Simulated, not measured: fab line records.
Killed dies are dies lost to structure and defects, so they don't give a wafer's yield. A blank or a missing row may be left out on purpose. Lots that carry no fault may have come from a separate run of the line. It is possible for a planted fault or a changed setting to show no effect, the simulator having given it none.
fab line records / flow sky130
record: lots: 13 wafers: 38 lastDay: 51
route steps=708 shown CAP2M@605
lots untouched by any fault: they come from a run of this same line in which no faults occurred
startH: start of the lot's first displayed wafer, in hours after the record's first day / waitH: time in hours since the lot's previous step / " as in the row above / L1.1+2: one row covering several wafers at once / - value missing, or start not given / * or withheld: withheld / < > ~ a bound
route shown NAME@n: names a module that has steps shown in the file, with the first one's number in the route / usual: average and standard deviation across the fault-free wafers / same: alike in all rows / chamber/n: place in a boat / sites: the reading at each site / _std_site: their standard deviation / _edge_site: outer sites' mean less inner sites' / radiusMm: how far each site lies from the wafer's centre / mask NAME#n: copy n / behind: tool/chamber where the wafer was last shaped / hold: reason for holding the lot/hours on hold/outcome of the hold / device: whichever transistor did not switch (one of n, p or np) / end of line: tests of these same wafers at the route's end / a step with no rows: only its recipe / killed: dies lost to structure and defects at the first sort, not the wafer's yield / map: the dies of a wafer, with x for killed, . for not killed, _ for no die there
set.NAME: setting as actually run; set.NAME@STEP: the setting as run at that earlier step / model.NAME: the simulator's own value behind a step, which no gauge read
route steps across a sampled set of lots; one table per step, one row per wafer
services: from which hour (startH, from the record's first day; less than 0 if before it) a tool's chamber was out of use, for how many hours, and why
== steps ==
step: SKY_CAP2M_SPUTTER_02
recipe: material: TiN targetThkNm: 200 tempC: 300 powerW: 6500 timeS: 166.7 chamberPressurePa: 0.4
usual: throttleValvePct: 30.0/1.1
lot.wafer=L450.3 tool=pvdSputter-03 chamber=- startH=929.35 waitH=0.0 throttleValvePct=30.5
lot.wafer=L450.4 tool=pvdSputter-03 chamber=- startH=929.35 waitH=0.0 throttleValvePct=29.1
lot.wafer=L450.6 tool=pvdSputter-03 chamber=- startH=929.35 waitH=0.0 throttleValvePct=31.0
lot.wafer=L451.1 tool=pvdSputter-02 chamber=- startH=932.62 waitH=0.1 throttleValvePct=27.5
lot.wafer=L451.4 tool=pvdSputter-02 chamber=- startH=932.62 waitH=0.1 throttleValvePct=28.2
lot.wafer=L451.5 tool=pvdSputter-02 chamber=- startH=932.62 waitH=0.1 throttleValvePct=29.6
lot.wafer=L453.1 tool=pvdSputter-03 chamber=- startH=948.79 waitH=0.1 throttleValvePct=29.1
lot.wafer=L453.2 tool=pvdSputter-03 chamber=- startH=948.79 waitH=0.1 throttleValvePct=30.5
lot.wafer=L453.5 tool=pvdSputter-03 chamber=- startH=948.79 waitH=0.1 throttleValvePct=31.0
lot.wafer=L454.1 tool=pvdSputter-03 chamber=- startH=956.50 waitH=0.1 throttleValvePct=30.6
lot.wafer=L454.3 tool=pvdSputter-03 chamber=- startH=956.50 waitH=0.1 throttleValvePct=29.9
lot.wafer=L454.5 tool=pvdSputter-03 chamber=- startH=956.50 waitH=0.1 throttleValvePct=29.2
lot.wafer=L455.1 tool=pvdSputter-03 chamber=- startH=967.21 waitH=0.1 throttleValvePct=30.9
lot.wafer=L455.3 tool=pvdSputter-03 chamber=- startH=967.21 waitH=0.1 throttleValvePct=30.4
lot.wafer=L455.4 tool=pvdSputter-03 chamber=- startH=967.21 waitH=0.1 throttleValvePct=29.1
lot.wafer=L456.2 tool=pvdSputter-02 chamber=- startH=970.40 waitH=0.0 throttleValvePct=30.2
lot.wafer=L456.3 tool=pvdSputter-02 chamber=- startH=970.40 waitH=0.0 throttleValvePct=27.5
lot.wafer=L456.4 tool=pvdSputter-02 chamber=- startH=970.40 waitH=0.0 throttleValvePct=29.5
lot.wafer=L457.2 tool=pvdSputter-01 chamber=- startH=980.50 waitH=0.0 throttleValvePct=30.0
lot.wafer=L457.3 tool=pvdSputter-01 chamber=- startH=980.50 waitH=0.0 throttleValvePct=31.0
lot.wafer=L457.6 tool=pvdSputter-01 chamber=- startH=980.50 waitH=0.0 throttleValvePct=29.8
lot.wafer=L459.1 tool=pvdSputter-02 chamber=- startH=990.40 waitH=0.1 throttleValvePct=30.4
lot.wafer=L459.4 tool=pvdSputter-02 chamber=- startH=990.40 waitH=0.1 throttleValvePct=27.4
lot.wafer=L459.6 tool=pvdSputter-02 chamber=- startH=990.40 waitH=0.1 throttleValvePct=30.3
lot.wafer=L465.1 tool=pvdSputter-03 chamber=- startH=1028.45 waitH=0.1 throttleValvePct=29.2
lot.wafer=L465.5 tool=pvdSputter-03 chamber=- startH=1028.45 waitH=0.1 throttleValvePct=31.0
lot.wafer=L467.3 tool=pvdSputter-03 chamber=- startH=1041.51 waitH=0.0 throttleValvePct=29.1
lot.wafer=L467.4 tool=pvdSputter-03 chamber=- startH=1041.51 waitH=0.0 throttleValvePct=30.4
lot.wafer=L467.6 tool=pvdSputter-03 chamber=- startH=1041.51 waitH=0.0 throttleValvePct=30.5
lot.wafer=L469.1 tool=pvdSputter-03 chamber=- startH=1055.63 waitH=0.1 throttleValvePct=29.2
lot.wafer=L469.3 tool=pvdSputter-03 chamber=- startH=1055.63 waitH=0.1 throttleValvePct=30.6
lot.wafer=L469.4 tool=pvdSputter-03 chamber=- startH=1055.63 waitH=0.1 throttleValvePct=30.8
lot.wafer=L472.2 tool=pvdSputter-01 chamber=- startH=1073.19 waitH=0.0 throttleValvePct=30.8
lot.wafer=L472.4 tool=pvdSputter-01 chamber=- startH=1073.19 waitH=0.0 throttleValvePct=31.1
lot.wafer=L472.5 tool=pvdSputter-01 chamber=- startH=1073.19 waitH=0.0 throttleValvePct=30.0
lot.wafer=L473.1 tool=pvdSputter-01 chamber=- startH=1102.55 waitH=0.1 throttleValvePct=29.8
lot.wafer=L473.3 tool=pvdSputter-01 chamber=- startH=1102.55 waitH=0.1 throttleValvePct=31.1
lot.wafer=L473.6 tool=pvdSputter-01 chamber=- startH=1102.55 waitH=0.1 throttleValvePct=30.9
step: SKY_CAP2M_RS_MEAS_03
recipe: thkMeasGauge: four-point-probe reads: TiN_of_CAP2M_SPUTTER_02
usual: CAP2M_TIN_RS: 6.97/0.098
lot.wafer=L450.3 tool=filmMetro-03 chamber=- startH=929.50 waitH=0.1 CAP2M_TIN_RS[ohm/sq]=6.88
lot.wafer=L450.4 tool=filmMetro-03 chamber=- startH=929.50 waitH=0.1 CAP2M_TIN_RS[ohm/sq]=7.06
lot.wafer=L450.6 tool=filmMetro-03 chamber=- startH=929.50 waitH=0.1 CAP2M_TIN_RS[ohm/sq]=7.05
lot.wafer=L451.1 tool=filmMetro-01 chamber=- startH=932.73 waitH=0.1 CAP2M_TIN_RS[ohm/sq]=7.02
lot.wafer=L451.4 tool=filmMetro-01 chamber=- startH=932.73 waitH=0.1 CAP2M_TIN_RS[ohm/sq]=6.93
lot.wafer=L451.5 tool=filmMetro-01 chamber=- startH=932.73 waitH=0.1 CAP2M_TIN_RS[ohm/sq]=6.98
lot.wafer=L453.1 tool=filmMetro-03 chamber=- startH=948.90 waitH=0.1 CAP2M_TIN_RS[ohm/sq]=6.90
lot.wafer=L453.2 tool=filmMetro-03 chamber=- startH=948.90 waitH=0.1 CAP2M_TIN_RS[ohm/sq]=6.78
lot.wafer=L453.5 tool=filmMetro-03 chamber=- startH=948.90 waitH=0.1 CAP2M_TIN_RS[ohm/sq]=6.95
lot.wafer=L454.1 tool=filmMetro-01 chamber=- startH=956.61 waitH=0.1 CAP2M_TIN_RS[ohm/sq]=6.98
lot.wafer=L454.3 tool=filmMetro-01 chamber=- startH=956.61 waitH=0.1 CAP2M_TIN_RS[ohm/sq]=7.02
lot.wafer=L454.5 tool=filmMetro-01 chamber=- startH=956.61 waitH=0.1 CAP2M_TIN_RS[ohm/sq]=7.06
lot.wafer=L455.1 tool=filmMetro-01 chamber=- startH=967.31 waitH=0.1 CAP2M_TIN_RS[ohm/sq]=7.07
lot.wafer=L455.3 tool=filmMetro-01 chamber=- startH=967.31 waitH=0.1 CAP2M_TIN_RS[ohm/sq]=6.93
lot.wafer=L455.4 tool=filmMetro-01 chamber=- startH=967.31 waitH=0.1 CAP2M_TIN_RS[ohm/sq]=7.04
lot.wafer=L456.2 tool=filmMetro-03 chamber=- startH=970.53 waitH=0.1 CAP2M_TIN_RS[ohm/sq]=6.84
lot.wafer=L456.3 tool=filmMetro-03 chamber=- startH=970.53 waitH=0.1 CAP2M_TIN_RS[ohm/sq]=7.00
lot.wafer=L456.4 tool=filmMetro-03 chamber=- startH=970.53 waitH=0.1 CAP2M_TIN_RS[ohm/sq]=6.81
lot.wafer=L457.2 tool=filmMetro-03 chamber=- startH=980.63 waitH=0.1 CAP2M_TIN_RS[ohm/sq]=7.08
lot.wafer=L457.3 tool=filmMetro-03 chamber=- startH=980.63 waitH=0.1 CAP2M_TIN_RS[ohm/sq]=6.99
lot.wafer=L457.6 tool=filmMetro-03 chamber=- startH=980.63 waitH=0.1 CAP2M_TIN_RS[ohm/sq]=7.11
lot.wafer=L459.1 tool=filmMetro-03 chamber=- startH=990.51 waitH=0.1 CAP2M_TIN_RS[ohm/sq]=7.00
lot.wafer=L459.4 tool=filmMetro-03 chamber=- startH=990.51 waitH=0.1 CAP2M_TIN_RS[ohm/sq]=7.14
lot.wafer=L459.6 tool=filmMetro-03 chamber=- startH=990.51 waitH=0.1 CAP2M_TIN_RS[ohm/sq]=6.96
lot.wafer=L465.1 tool=filmMetro-03 chamber=- startH=1028.56 waitH=0.1 CAP2M_TIN_RS[ohm/sq]=6.99
lot.wafer=L465.5 tool=filmMetro-03 chamber=- startH=1028.56 waitH=0.1 CAP2M_TIN_RS[ohm/sq]=8.08
lot.wafer=L467.3 tool=filmMetro-01 chamber=- startH=1041.66 waitH=0.1 CAP2M_TIN_RS[ohm/sq]=7.11
lot.wafer=L467.4 tool=filmMetro-01 chamber=- startH=1041.66 waitH=0.1 CAP2M_TIN_RS[ohm/sq]=8.02
lot.wafer=L467.6 tool=filmMetro-01 chamber=- startH=1041.66 waitH=0.1 CAP2M_TIN_RS[ohm/sq]=6.97
lot.wafer=L469.1 tool=filmMetro-03 chamber=- startH=1055.74 waitH=0.1 CAP2M_TIN_RS[ohm/sq]=6.92
lot.wafer=L469.3 tool=filmMetro-03 chamber=- startH=1055.74 waitH=0.1 CAP2M_TIN_RS[ohm/sq]=6.82
lot.wafer=L469.4 tool=filmMetro-03 chamber=- startH=1055.74 waitH=0.1 CAP2M_TIN_RS[ohm/sq]=7.87
lot.wafer=L472.2 tool=filmMetro-03 chamber=- startH=1073.32 waitH=0.1 CAP2M_TIN_RS[ohm/sq]=6.79
lot.wafer=L472.4 tool=filmMetro-03 chamber=- startH=1073.32 waitH=0.1 CAP2M_TIN_RS[ohm/sq]=6.99
lot.wafer=L472.5 tool=filmMetro-03 chamber=- startH=1073.32 waitH=0.1 CAP2M_TIN_RS[ohm/sq]=6.84
lot.wafer=L473.1 tool=filmMetro-01 chamber=- startH=1102.65 waitH=0.1 CAP2M_TIN_RS[ohm/sq]=6.91
lot.wafer=L473.3 tool=filmMetro-01 chamber=- startH=1102.65 waitH=0.1 CAP2M_TIN_RS[ohm/sq]=7.06
lot.wafer=L473.6 tool=filmMetro-01 chamber=- startH=1102.65 waitH=0.1 CAP2M_TIN_RS[ohm/sq]=6.94
step: SKY_CAP2M_THK_MEAS_04
recipe: thkMeasGauge: xrf reads: TiN_of_CAP2M_SPUTTER_02
usual: CAP2M_TIN_THK: 197.8/2.6
lot.wafer=L450.3 tool=filmMetro-03 chamber=- startH=929.60 waitH=0.1 CAP2M_TIN_THK[nm]=199.1
lot.wafer=L450.4 tool=filmMetro-03 chamber=- startH=929.60 waitH=0.1 CAP2M_TIN_THK[nm]=194.0
lot.wafer=L450.6 tool=filmMetro-03 chamber=- startH=929.60 waitH=0.1 CAP2M_TIN_THK[nm]=194.1
lot.wafer=L451.1 tool=filmMetro-01 chamber=- startH=932.85 waitH=0.1 CAP2M_TIN_THK[nm]=196.7
lot.wafer=L451.4 tool=filmMetro-01 chamber=- startH=932.85 waitH=0.1 CAP2M_TIN_THK[nm]=199.0
lot.wafer=L451.5 tool=filmMetro-01 chamber=- startH=932.85 waitH=0.1 CAP2M_TIN_THK[nm]=197.4
lot.wafer=L453.1 tool=filmMetro-03 chamber=- startH=949.02 waitH=0.1 CAP2M_TIN_THK[nm]=199.8
lot.wafer=L453.2 tool=filmMetro-03 chamber=- startH=949.02 waitH=0.1 CAP2M_TIN_THK[nm]=202.7
lot.wafer=L453.5 tool=filmMetro-03 chamber=- startH=949.02 waitH=0.1 CAP2M_TIN_THK[nm]=197.8
lot.wafer=L454.1 tool=filmMetro-01 chamber=- startH=956.73 waitH=0.1 CAP2M_TIN_THK[nm]=198.8
lot.wafer=L454.3 tool=filmMetro-01 chamber=- startH=956.73 waitH=0.1 CAP2M_TIN_THK[nm]=197.1
lot.wafer=L454.5 tool=filmMetro-01 chamber=- startH=956.73 waitH=0.1 CAP2M_TIN_THK[nm]=196.2
lot.wafer=L455.1 tool=filmMetro-01 chamber=- startH=967.43 waitH=0.1 CAP2M_TIN_THK[nm]=196.4
lot.wafer=L455.3 tool=filmMetro-01 chamber=- startH=967.43 waitH=0.1 CAP2M_TIN_THK[nm]=199.0
lot.wafer=L455.4 tool=filmMetro-01 chamber=- startH=967.43 waitH=0.1 CAP2M_TIN_THK[nm]=196.9
lot.wafer=L456.2 tool=filmMetro-03 chamber=- startH=970.64 waitH=0.1 CAP2M_TIN_THK[nm]=200.8
lot.wafer=L456.3 tool=filmMetro-03 chamber=- startH=970.64 waitH=0.1 CAP2M_TIN_THK[nm]=196.8
lot.wafer=L456.4 tool=filmMetro-03 chamber=- startH=970.64 waitH=0.1 CAP2M_TIN_THK[nm]=201.3
lot.wafer=L457.2 tool=filmMetro-03 chamber=- startH=980.74 waitH=0.1 CAP2M_TIN_THK[nm]=194.7
lot.wafer=L457.3 tool=filmMetro-03 chamber=- startH=980.74 waitH=0.1 CAP2M_TIN_THK[nm]=197.6
lot.wafer=L457.6 tool=filmMetro-03 chamber=- startH=980.74 waitH=0.1 CAP2M_TIN_THK[nm]=194.5
lot.wafer=L459.1 tool=filmMetro-03 chamber=- startH=990.63 waitH=0.1 CAP2M_TIN_THK[nm]=197.1
lot.wafer=L459.4 tool=filmMetro-03 chamber=- startH=990.63 waitH=0.1 CAP2M_TIN_THK[nm]=193.2
lot.wafer=L459.6 tool=filmMetro-03 chamber=- startH=990.63 waitH=0.1 CAP2M_TIN_THK[nm]=197.8
lot.wafer=L465.1 tool=filmMetro-03 chamber=- startH=1028.68 waitH=0.1 CAP2M_TIN_THK[nm]=197.1
lot.wafer=L465.5 tool=filmMetro-03 chamber=- startH=1028.68 waitH=0.1 CAP2M_TIN_THK[nm]=171.3
lot.wafer=L467.3 tool=filmMetro-01 chamber=- startH=1041.76 waitH=0.1 CAP2M_TIN_THK[nm]=194.3
lot.wafer=L467.4 tool=filmMetro-01 chamber=- startH=1041.76 waitH=0.1 CAP2M_TIN_THK[nm]=172.5
lot.wafer=L467.6 tool=filmMetro-01 chamber=- startH=1041.76 waitH=0.1 CAP2M_TIN_THK[nm]=197.2
lot.wafer=L469.1 tool=filmMetro-03 chamber=- startH=1055.86 waitH=0.1 CAP2M_TIN_THK[nm]=198.3
lot.wafer=L469.3 tool=filmMetro-03 chamber=- startH=1055.86 waitH=0.1 CAP2M_TIN_THK[nm]=201.8
lot.wafer=L469.4 tool=filmMetro-03 chamber=- startH=1055.86 waitH=0.1 CAP2M_TIN_THK[nm]=176.3
lot.wafer=L472.2 tool=filmMetro-03 chamber=- startH=1073.43 waitH=0.1 CAP2M_TIN_THK[nm]=202.8
lot.wafer=L472.4 tool=filmMetro-03 chamber=- startH=1073.43 waitH=0.1 CAP2M_TIN_THK[nm]=197.2
lot.wafer=L472.5 tool=filmMetro-03 chamber=- startH=1073.43 waitH=0.1 CAP2M_TIN_THK[nm]=201.1
lot.wafer=L473.1 tool=filmMetro-01 chamber=- startH=1102.77 waitH=0.1 CAP2M_TIN_THK[nm]=199.6
lot.wafer=L473.3 tool=filmMetro-01 chamber=- startH=1102.77 waitH=0.1 CAP2M_TIN_THK[nm]=194.8
lot.wafer=L473.6 tool=filmMetro-01 chamber=- startH=1102.77 waitH=0.1 CAP2M_TIN_THK[nm]=199.1
step: SKY_CAP2M_METAL_ETCH_13
recipe: targetDepthNm: 220 stopOn: SiO2 chemistry: Cl2/BCl3 target: TiN pressureMtorr: 10 icpW: 900 biasW: 48.5 Cl2_flow_sccm: 60 bcl3FlowSccm: 30 timeS: 62.9
usual: drypumpMotorCurrentA: 5.5/0.34 oesProductAu: 0.937/0.009 rfFwdPowerW: 892/3.6 throttleValvePct: 21.904/0.011
lot.wafer=L450.3 tool=rieMetal-02 chamber=1 startH=953.75 waitH=0.0 drypumpMotorCurrentA=6.0 oesProductAu=0.954 rfFwdPowerW=895 rfHoursCounterH=- throttleValvePct=21.899
lot.wafer=L450.4 tool=rieMetal-02 chamber=0 startH=953.75 waitH=0.0 drypumpMotorCurrentA=5.9 oesProductAu=0.934 rfFwdPowerW=887 rfHoursCounterH=- throttleValvePct=21.915
lot.wafer=L450.6 tool=rieMetal-02 chamber=1 startH=953.75 waitH=0.0 drypumpMotorCurrentA=6.0 oesProductAu=0.931 rfFwdPowerW=896 rfHoursCounterH=- throttleValvePct=21.896
lot.wafer=L451.1 tool=rieMetal-01 chamber=1 startH=957.07 waitH=0.0 drypumpMotorCurrentA=5.4 oesProductAu=0.932 rfFwdPowerW=896 rfHoursCounterH=6 throttleValvePct=21.895
lot.wafer=L451.4 tool=rieMetal-01 chamber=1 startH=957.07 waitH=0.0 drypumpMotorCurrentA=5.4 oesProductAu=0.945 rfFwdPowerW=892 rfHoursCounterH=- throttleValvePct=21.910
lot.wafer=L451.5 tool=rieMetal-01 chamber=1 startH=957.07 waitH=0.0 drypumpMotorCurrentA=5.4 oesProductAu=0.934 rfFwdPowerW=890 rfHoursCounterH=- throttleValvePct=21.896
lot.wafer=L453.1 tool=rieMetal-01 chamber=1 startH=973.37 waitH=0.0 drypumpMotorCurrentA=5.4 oesProductAu=0.946 rfFwdPowerW=897 rfHoursCounterH=7 throttleValvePct=21.891
lot.wafer=L453.2 tool=rieMetal-01 chamber=0 startH=973.37 waitH=0.0 drypumpMotorCurrentA=5.4 oesProductAu=0.954 rfFwdPowerW=888 rfHoursCounterH=13 throttleValvePct=21.902
lot.wafer=L453.5 tool=rieMetal-01 chamber=1 startH=973.37 waitH=0.0 drypumpMotorCurrentA=5.4 oesProductAu=0.936 rfFwdPowerW=893 rfHoursCounterH=- throttleValvePct=21.891
lot.wafer=L454.1 tool=rieMetal-02 chamber=0 startH=980.57 waitH=0.0 drypumpMotorCurrentA=5.8 oesProductAu=0.940 rfFwdPowerW=891 rfHoursCounterH=0 throttleValvePct=21.915
lot.wafer=L454.3 tool=rieMetal-02 chamber=1 startH=980.57 waitH=0.0 drypumpMotorCurrentA=6.0 oesProductAu=0.933 rfFwdPowerW=891 rfHoursCounterH=- throttleValvePct=21.913
lot.wafer=L454.5 tool=rieMetal-02 chamber=1 startH=980.57 waitH=0.0 drypumpMotorCurrentA=6.0 oesProductAu=0.937 rfFwdPowerW=894 rfHoursCounterH=- throttleValvePct=21.918
lot.wafer=L455.1 tool=rieMetal-01 chamber=0 startH=990.62 waitH=0.0 drypumpMotorCurrentA=5.4 oesProductAu=0.928 rfFwdPowerW=883 rfHoursCounterH=14 throttleValvePct=21.910
lot.wafer=L455.3 tool=rieMetal-01 chamber=0 startH=990.62 waitH=0.0 drypumpMotorCurrentA=5.4 oesProductAu=0.933 rfFwdPowerW=886 rfHoursCounterH=- throttleValvePct=21.908
lot.wafer=L455.4 tool=rieMetal-01 chamber=1 startH=990.62 waitH=0.0 drypumpMotorCurrentA=5.5 oesProductAu=0.934 rfFwdPowerW=895 rfHoursCounterH=- throttleValvePct=21.904
lot.wafer=L456.2 tool=rieMetal-02 chamber=0 startH=993.93 waitH=0.0 drypumpMotorCurrentA=5.8 oesProductAu=0.939 rfFwdPowerW=890 rfHoursCounterH=1 throttleValvePct=21.899
lot.wafer=L456.3 tool=rieMetal-02 chamber=0 startH=993.93 waitH=0.0 drypumpMotorCurrentA=5.8 oesProductAu=0.928 rfFwdPowerW=893 rfHoursCounterH=- throttleValvePct=21.893
lot.wafer=L456.4 tool=rieMetal-02 chamber=1 startH=993.93 waitH=0.0 drypumpMotorCurrentA=6.0 oesProductAu=0.954 rfFwdPowerW=890 rfHoursCounterH=- throttleValvePct=21.899
lot.wafer=L457.2 tool=rieMetal-03 chamber=1 startH=1004.13 waitH=0.0 drypumpMotorCurrentA=4.8 oesProductAu=0.929 rfFwdPowerW=894 rfHoursCounterH=17 throttleValvePct=21.908
lot.wafer=L457.3 tool=rieMetal-03 chamber=1 startH=1004.13 waitH=0.0 drypumpMotorCurrentA=4.8 oesProductAu=0.943 rfFwdPowerW=894 rfHoursCounterH=- throttleValvePct=21.909
lot.wafer=L457.6 tool=rieMetal-03 chamber=0 startH=1004.13 waitH=0.0 drypumpMotorCurrentA=6.0 oesProductAu=0.929 rfFwdPowerW=897 rfHoursCounterH=- throttleValvePct=21.925
lot.wafer=L459.1 tool=rieMetal-03 chamber=1 startH=1013.43 waitH=0.0 drypumpMotorCurrentA=4.8 oesProductAu=0.942 rfFwdPowerW=891 rfHoursCounterH=17 throttleValvePct=21.921
lot.wafer=L459.4 tool=rieMetal-03 chamber=0 startH=1013.43 waitH=0.0 drypumpMotorCurrentA=6.0 oesProductAu=0.924 rfFwdPowerW=892 rfHoursCounterH=- throttleValvePct=21.924
lot.wafer=L459.6 tool=rieMetal-03 chamber=1 startH=1013.43 waitH=0.0 drypumpMotorCurrentA=4.9 oesProductAu=0.933 rfFwdPowerW=891 rfHoursCounterH=- throttleValvePct=21.907
lot.wafer=L465.1 tool=rieMetal-01 chamber=0 startH=1049.82 waitH=0.0 drypumpMotorCurrentA=5.4 oesProductAu=0.935 rfFwdPowerW=885 rfHoursCounterH=17 throttleValvePct=21.877
lot.wafer=L465.5 tool=rieMetal-01 chamber=1 startH=1049.82 waitH=0.0 drypumpMotorCurrentA=5.4 oesProductAu=0.873 rfFwdPowerW=892 rfHoursCounterH=- throttleValvePct=21.939
lot.wafer=L467.3 tool=rieMetal-03 chamber=0 startH=1062.96 waitH=0.0 drypumpMotorCurrentA=6.0 oesProductAu=0.921 rfFwdPowerW=896 rfHoursCounterH=- throttleValvePct=21.916
lot.wafer=L467.4 tool=rieMetal-03 chamber=1 startH=1062.96 waitH=0.0 drypumpMotorCurrentA=4.8 oesProductAu=0.865 rfFwdPowerW=890 rfHoursCounterH=- throttleValvePct=21.951
lot.wafer=L467.6 tool=rieMetal-03 chamber=1 startH=1062.96 waitH=0.0 drypumpMotorCurrentA=4.8 oesProductAu=0.934 rfFwdPowerW=894 rfHoursCounterH=- throttleValvePct=21.910
lot.wafer=L469.1 tool=rieMetal-01 chamber=0 startH=1076.28 waitH=0.0 drypumpMotorCurrentA=5.4 oesProductAu=0.940 rfFwdPowerW=890 rfHoursCounterH=19 throttleValvePct=21.906
lot.wafer=L469.3 tool=rieMetal-01 chamber=0 startH=1076.28 waitH=0.0 drypumpMotorCurrentA=5.4 oesProductAu=0.950 rfFwdPowerW=891 rfHoursCounterH=- throttleValvePct=21.896
lot.wafer=L469.4 tool=rieMetal-01 chamber=1 startH=1076.28 waitH=0.0 drypumpMotorCurrentA=5.4 oesProductAu=0.868 rfFwdPowerW=896 rfHoursCounterH=- throttleValvePct=21.966
lot.wafer=L472.2 tool=rieMetal-02 chamber=0 startH=1093.98 waitH=0.0 drypumpMotorCurrentA=5.9 oesProductAu=0.957 rfFwdPowerW=893 rfHoursCounterH=7 throttleValvePct=21.907
lot.wafer=L472.4 tool=rieMetal-02 chamber=1 startH=1093.98 waitH=0.0 drypumpMotorCurrentA=6.0 oesProductAu=0.929 rfFwdPowerW=891 rfHoursCounterH=- throttleValvePct=21.898
lot.wafer=L472.5 tool=rieMetal-02 chamber=1 startH=1093.98 waitH=0.0 drypumpMotorCurrentA=6.0 oesProductAu=0.947 rfFwdPowerW=896 rfHoursCounterH=- throttleValvePct=21.904
lot.wafer=L473.1 tool=rieMetal-01 chamber=0 startH=1121.52 waitH=0.0 drypumpMotorCurrentA=5.4 oesProductAu=0.941 rfFwdPowerW=891 rfHoursCounterH=23 throttleValvePct=21.897
lot.wafer=L473.3 tool=rieMetal-01 chamber=1 startH=1121.52 waitH=0.0 drypumpMotorCurrentA=5.4 oesProductAu=0.932 rfFwdPowerW=892 rfHoursCounterH=- throttleValvePct=21.914
lot.wafer=L473.6 tool=rieMetal-01 chamber=1 startH=1121.52 waitH=0.0 drypumpMotorCurrentA=5.5 oesProductAu=0.944 rfFwdPowerW=890 rfHoursCounterH=- throttleValvePct=21.905
== services ==
tool=rieMetal-03 chamber=0 startH=913.10 hours=4.9 kind=repair
tool=rieMetal-02 chamber=0 startH=959.10 hours=- kind=clean
tool=rieMetal-02 chamber=0 startH=959.10 hours=19.1 kind=scheduledDown
tool=rieMetal-02 chamber=0 startH=959.10 hours=19.1 kind=ventCycle
tool=pvdSputter-01 chamber=- startH=991.89 hours=2.2 kind=repair
tool=rieMetal-03 chamber=1 startH=1034.54 hours=- kind=clean
tool=rieMetal-03 chamber=1 startH=1034.54 hours=17.9 kind=scheduledDown
tool=rieMetal-03 chamber=1 startH=1034.54 hours=17.9 kind=ventCycle
tool=rieMetal-01 chamber=1 startH=1057.35 hours=8.7 kind=repair
tool=pvdSputter-03 chamber=- startH=1115.15 hours=1.0 kind=repair
== key ==
firstSign: step: SKY_CAP2M_RS_MEAS_03 reading: CAP2M_TIN_RS direction: up sigmas: 10 usual: 6.97 struck: 7.99
effect: step: SKY_CAP2M_THK_MEAS_04 reading: CAP2M_TIN_THK direction: down sigmas: 9.3 usual: 197.8 struck: 173.4
effect: step: SKY_CAP2M_METAL_ETCH_13 reading: oesProductAu direction: down sigmas: 7.6 usual: 0.937 struck: 0.868
metAt SKY_CAP2M_SPUTTER_02
struckLots L465,L467,L469
struckWafers L465.5,L467.4,L469.4
onsetBetween 967.21 1028.45
fault: kind: processParameterDrift tool: pvdSputter-03 chamber: - onsetH: 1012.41 steps: SKY_CAP2M_SPUTTER_02 channel: timeS offset: * shape: step endH: 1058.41 scope: struckWafersOnly actsIn: * stated: *
